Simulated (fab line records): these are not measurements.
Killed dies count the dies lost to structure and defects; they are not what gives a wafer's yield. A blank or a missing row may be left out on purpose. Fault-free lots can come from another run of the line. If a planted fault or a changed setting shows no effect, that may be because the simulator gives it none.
Which tool is to blame?	flow gf180mcu	13 lots, 39 wafers sampled, at 6 steps of a route of 602

== WHAT EACH GAUGE READ, for each wafer ==
GF_STI_THK_MEAS_02.
lot	measured	on	STI_OXIDATION_THK (nm)
L801	day 1 13:01	film_metro-04	9.71 9.74 9.60
L803	day 1 21:58	film_metro-04	10.22 10.24 10.22
L804	day 2 02:59	film_metro-03	10.07 10.18 10.12
L807	day 2 17:36	film_metro-01	10.22 10.05 10.05
L810	day 3 08:55	film_metro-01	9.87 9.98 10.06
L811	day 3 15:10	film_metro-01	9.99 9.85 9.87
L813	day 4 00:10	film_metro-03	9.86 9.98 9.83
L816	day 4 14:31	film_metro-03	10.43 10.21 10.40
L817	day 4 19:31	film_metro-01	10.23 10.11 10.11
L818	day 5 00:31	film_metro-03	10.22 10.05 10.02
L820	day 5 10:31	film_metro-03	9.96 10.06 9.95
L821	day 5 16:13	film_metro-04	9.88 9.88 9.81
L824	day 6 08:00	film_metro-03	9.78 9.88 9.92

GF_MVSD_TW_MEAS_11.
lot	measured	on	MVSD_TW
L801	day 4 15:03	film_metro-04	1563 1563 1572
L803	day 4 22:43	film_metro-02	1588 1583 1578
L804	day 5 03:37	film_metro-02	1578 1577 1579
L807	day 5 19:02	film_metro-02	1569 1575 1568
L810	day 6 12:41	film_metro-02	1576 1589 1575
L811	day 6 21:24	film_metro-01	1573 1563 1566
L813	day 7 08:27	film_metro-02	1571 1569 1571
L816	day 8 00:39	film_metro-02	1566 1557 1567
L817	day 8 07:16	film_metro-01	1568 1565 1566
L818	day 8 13:28	film_metro-01	1572 1569 1572
L820	day 9 03:13	film_metro-04	1569 1571 1560
L821	day 9 08:39	film_metro-04	1563 1562 1562
L824	day 10 02:12	film_metro-01	1580 1574 1575

GF_VT_IMPLANT_OVL_MEAS_07.
lot	measured	on	VT_IMPLANT_OVL (nm)
L801	day 5 17:56	overlay-01	1.7 -0.1 0.1
L803	day 6 04:08	overlay-02	-2.1 -2.0 0.6
L804	day 6 09:28	overlay-01	-2.4 -0.4 0.2
L807	day 7 01:38	overlay-02	-1.9 -3.1 -2.3
L810	day 7 19:47	overlay-01	-0.3 -1.1 0.4
L811	day 8 06:01	overlay-01	0.3 -0.7 -1.0
L813	day 8 16:23	overlay-02	0.0 -1.1 0.2
L816	day 9 10:25	overlay-01	-0.2 -0.8 2.7
L817	day 9 18:09	overlay-02	0.6 -0.8 -0.5
L818	day 10 00:08	overlay-02	2.0 1.6 1.7
L820	day 10 14:24	overlay-01	1.7 0.3 -0.4
L821	day 10 20:59	overlay-02	2.1 1.3 2.7
L824	day 11 14:59	overlay-01	0.2 0.7 -0.2

GF_VT_IMPLANT_RS_MEAS_47: uses a four-point probe to measure.
lot	measured	on	NWELL_RS (ohm/sq)
L801	day 7 16:54	film_metro-02	488.0 487.6 488.1
L803	day 8 04:22	film_metro-02	487.7 487.0 488.0
L804	day 8 09:55	film_metro-04	487.9 486.6 487.3
L807	day 9 03:11	film_metro-02	485.3 487.3 486.1
L810	day 9 23:04	film_metro-01	498.3 498.8 498.5 498.2 498.5 498.5
L811	day 10 10:19	film_metro-04	499.0 501.2 501.1 500.2 500.5 502.2
L813	day 10 23:04	film_metro-02	488.2 487.4 487.3
L816	day 11 17:59	film_metro-01	485.7 486.9 486.8
L817	day 12 02:35	film_metro-02	489.2 487.5 488.2
L818	day 12 09:52	film_metro-02	487.4 487.0 486.1
L820	day 13 01:29	film_metro-01	485.8 485.6 486.9
L821	day 13 07:37	film_metro-01	486.6 486.4 487.7
L824	day 14 02:32	film_metro-02	486.5 488.1 488.1

GF_VT_IMPLANT_RS_MEAS_48: uses a four-point probe to measure.
lot	measured	on	LVPWELL_RS (ohm/sq)
L801	day 7 17:01	film_metro-02	1200.8 1196.2 1193.6
L803	day 8 04:29	film_metro-02	1194.6 1196.4 1194.7
L804	day 8 10:02	film_metro-04	1198.9 1195.9 1200.6
L807	day 9 03:18	film_metro-02	1200.6 1193.3 1193.2
L810	day 10 00:53	film_metro-01	1194.7 1193.0 1195.9
L811	day 10 13:42	film_metro-04	1196.8 1197.0 1192.8
L813	day 10 23:11	film_metro-02	1194.8 1198.6 1197.2
L816	day 11 18:07	film_metro-01	1193.3 1196.6 1192.4
L817	day 12 02:42	film_metro-02	1200.6 1200.1 1199.9
L818	day 12 09:59	film_metro-02	1199.6 1197.4 1198.5
L820	day 13 01:37	film_metro-01	1195.0 1192.2 1193.9
L821	day 13 07:44	film_metro-01	1194.9 1193.9 1196.4
L824	day 14 02:40	film_metro-02	1200.3 1196.0 1197.1

== EACH LOT AND THE TOOL THAT RAN IT (in order: tool; ch and the chambers of the sampled wafers; start) ==
lot	GF_NWELL_IMPLANT_08
L801	implanter-04 ch 0, day 3 10:37
L803	implanter-01 ch 0, day 3 18:58
L804	implanter-02 ch 0, day 3 23:10
L807	implanter-02 ch 0, day 4 14:50
L810	implanter-04 ch 0, day 5 07:17
L811	implanter-04 ch 0, day 5 14:52
L813	implanter-01 ch 0, day 6 01:04
L816	implanter-01 ch 0, day 6 15:57
L817	implanter-01 ch 0, day 6 21:39
L818	implanter-01 ch 0, day 7 03:52
L820	implanter-01 ch 0, day 7 16:36
L821	implanter-01 ch 0, day 7 21:52
L824	implanter-02 ch 0, day 8 14:35
- GF_NWELL_IMPLANT_08

== WHAT THE TOOLS THEMSELVES READ (means of the sampled wafers that have a number; where no wafer has one, the mark that the record gives instead) ==
GF_NWELL_IMPLANT_08.
lot	tool	beam_energy_keV
L801	implanter-04	449.99
L803	implanter-01	449.96
L804	implanter-02	450.11
L807	implanter-02	450.16
L810	implanter-04	393.73
L811	implanter-04	393.79
L813	implanter-01	450.01
L816	implanter-01	450.12
L817	implanter-01	449.96
L818	implanter-01	449.94
L820	implanter-01	450.09
L821	implanter-01	449.83
L824	implanter-02	450.22

== THE ANSWER, worked out from the rows above alone ==
Rule: what is usual is taken from the lots themselves. The widest of any qualifying gaps counts: lots, ordered by their means at a reading, are off when they make up no more than a third of the lots, leave a main group of 4 or more, and stand apart from it by 3 or more times the standard deviation of that group's means. A main group whose means are all the same, to the digits that the tables above print for the reading, isn't used. Also off: a lot with no number at a reading for which 4 or more lots have one. All remaining lots with rows at the step are treated as sound. The gauges are gone through in route order, then the tools' own readings, and for those a lot's mean is taken as printed above. At the first step where some lot is off, the reading lying furthest off is the one used; lots without a number count as furthest.
Off: L810, L811, at GF_VT_IMPLANT_RS_MEAS_47 (NWELL_RS). The main group has a mean of 487.2 ohm/sq with a standard deviation of 0.68.
A tool fits if, at a process step before that reading, it ran every lot that is off, and no sound lot after the first of them. Not tried: the gauges at GF_VT_IMPLANT_RS_MEAS_47; whatever is off there is also off at GF_NWELL_IMPLANT_08, on other tools, and gauge error can't account for it. One fits: implanter-04 at GF_NWELL_IMPLANT_08. Its last sound lot is L801 (day 3 10:37), its first lot that is off L810 (day 5 07:17): a fault that began between those two fits.
On the lots that are off, the tool's own readings at GF_NWELL_IMPLANT_08 differ by more than 5 times the standard deviation of the sound lots' means, which bears it out; beam_energy_keV reads 393.76 there versus 450.04 on the sound lots.

== WHAT HAD BEEN PUT IN BY THE SIMULATOR ==
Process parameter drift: implanter-04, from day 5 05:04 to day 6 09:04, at GF_NWELL_IMPLANT_08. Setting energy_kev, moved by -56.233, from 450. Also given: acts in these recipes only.
Lots struck among those shown: L810, L811. This agrees with what the rule above found.
